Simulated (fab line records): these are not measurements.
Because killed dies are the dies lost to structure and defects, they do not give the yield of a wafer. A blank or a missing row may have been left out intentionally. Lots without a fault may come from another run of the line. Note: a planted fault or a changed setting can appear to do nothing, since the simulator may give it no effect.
The tool behind it: which one?    flow gf180mcu    Sampling: 6 lots, 18 wafers, 2 of 602 route steps

== WHAT EACH GAUGE READ, for each wafer ==
GF_M2_THK_MEAS_06: measures by xrf.
lot   measured      on             M2_ALCU_THK (nm)
L557  day 18 19:05  film-metro-01  439 438 442
L560  day 19 16:08  film-metro-01  440 446 443
L564  day 21 09:17  film-metro-02  435 437 433
L570  day 23 07:07  film-metro-04  433 435 436
L576  day 25 05:41  film-metro-01  436 435 439
L578  day 25 19:23  film-metro-01  438 436 442

== WHAT TOOL EACH LOT RAN ON (gives the tool, then ch and the chambers of the sampled wafers, and finally the start) ==
lot   GF_V1_SPUTTER_21
L557  pvd-sputter-04, day 18 18:02
L560  pvd-sputter-02, day 19 15:04
L564  pvd-sputter-02, day 21 08:13
L570  pvd-sputter-02, day 23 06:05
L576  pvd-sputter-04, day 25 04:40
L578  pvd-sputter-02, day 25 18:21
- GF_V1_SPUTTER_21: material Ti, target thk 15 nm, time 80.02 s.

== THE ANSWER, worked out from the rows above alone ==
Rule: usual is defined by the lots themselves. The widest of any qualifying gaps counts: lots, ordered by their means at a reading, are off when they make up no more than a third of the lots, leave a main group of 4 or more, and stand apart from it by 3 or more times the standard deviation of that group's means. A main group is skipped when, at the precision printed for the reading in the tables above, its means are all equal. A lot without any number at a reading at which 4 lots or more have one is off too. All remaining lots with rows at the step are treated as sound.
None of the lots is off at any reading shown; this tells nothing.

== WHAT THE SIMULATOR HAD PUT IN ==
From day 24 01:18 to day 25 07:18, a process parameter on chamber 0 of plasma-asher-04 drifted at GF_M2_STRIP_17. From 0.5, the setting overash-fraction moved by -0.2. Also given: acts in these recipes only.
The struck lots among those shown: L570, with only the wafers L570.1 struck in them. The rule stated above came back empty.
